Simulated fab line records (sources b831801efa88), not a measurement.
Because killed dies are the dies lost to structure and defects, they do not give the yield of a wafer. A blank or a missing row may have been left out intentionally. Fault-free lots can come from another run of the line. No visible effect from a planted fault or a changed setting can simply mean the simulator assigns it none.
Problem report in the 8D (eight disciplines) form, filled by code -- flow sky130 -- the parts of the form that need people (team, actions taken, sign-off) are left out

1. THE PROBLEM
rf_fwd_power_W at SKY_POLY_GATE_ETCH_15 reads a mean of 576.9 W on 6 wafers of 2 lots; wafers without a fault read 497.6 W with a standard deviation of 1.7. That is +47 standard deviations from the usual mean.
The step: etches BARC in N2/H2, stops on SiO2, time 118.5 s, target depth 110 nm.
The first sign was on wafer L188.3 at day 22 04:25, on rie_diel-02. Wafers with a number at this step in the record: 33, from 11 lots. The rule behind "out" and "out of limits": a value lying over 4 standard deviations away from the usual mean. All remaining wafers that have a number are taken as sound.

2. WHAT IT IS AND WHAT IT IS NOT
question,is,is not
which readings at this step,rf_fwd_power_W,"bias_w, drypump_motor_current_A, oes_product_au, throttle_valve_pct"
which lots,"L188, L189","L176, L177, L178, L180, L181, L183, L185, L195, L196"
which wafers of those lots,all that have a number,-
read on which tools,rie_diel-02,"rie_diel-01, rie_diel-03"
when,from day 22 04:25,"up to then (21 sound wafers); but 6 sound wafers of L195, L196 came after"

3. THE SUSPECTS, EACH WITH WHAT RULES IT OUT
Counting: a tool stays on the suspect list if, at a process step up to the reading, it processed all lots that are out and no sound lot following the first of them.
- rie_diel-02 at SKY_POLY_GATE_ETCH_15 (etches BARC in N2/H2, stops on SiO2, time 118.5 s, target depth 110 nm): ruled out as a lasting fault. Following L188 (day 22 04:25), the first lot on it that is out, the sound lots L196 were run on it.
Left after counting: nothing in the record.

4. THE CAUSE (what the simulator had put in)
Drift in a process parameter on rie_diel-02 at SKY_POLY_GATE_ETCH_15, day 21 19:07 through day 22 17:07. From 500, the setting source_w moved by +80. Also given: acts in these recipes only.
Counting ruled it out, wrongly.

5. THE CHAIN OF EFFECTS, in route order
Each row: a reading where the mean over the struck wafers with a number is more than 3 standard deviations away from the usual. Only readings whose record carries a usual standard deviation are examined. hours: median over the lots of the time between each lot's start at the first step of this table that gives one and its start at this step. sigmas: the change, counted in usual standard deviations.
hours,step,reading,usual,on struck wafers,change,sigmas
0,SKY_POLY_GATE_ETCH_15,rf_fwd_power_W,497.6 W,576.9,+79.2,+47
0,SKY_POLY_GATE_STRIP_18,strip_time_to_endpoint_s,3.160 s,3.027,-0.133,-4.4
Here are the process steps it includes:
- SKY_POLY_GATE_ETCH_15: etches BARC in N2/H2, stops on SiO2, time 118.5 s, target depth 110 nm.
- SKY_POLY_GATE_STRIP_18: strips in O2/N2.
Later steps that measure or inspect, where all struck wafers having a row at the step show a number for every such reading and not one has moved that far: SKY_LDD_LDN_OVL_MEAS_07.

6. WHAT WOULD HAVE CAUGHT IT SOONER
9 hours passed between the start of the fault at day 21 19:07 and the first reading out of limits in this record, taken at day 22 04:25.
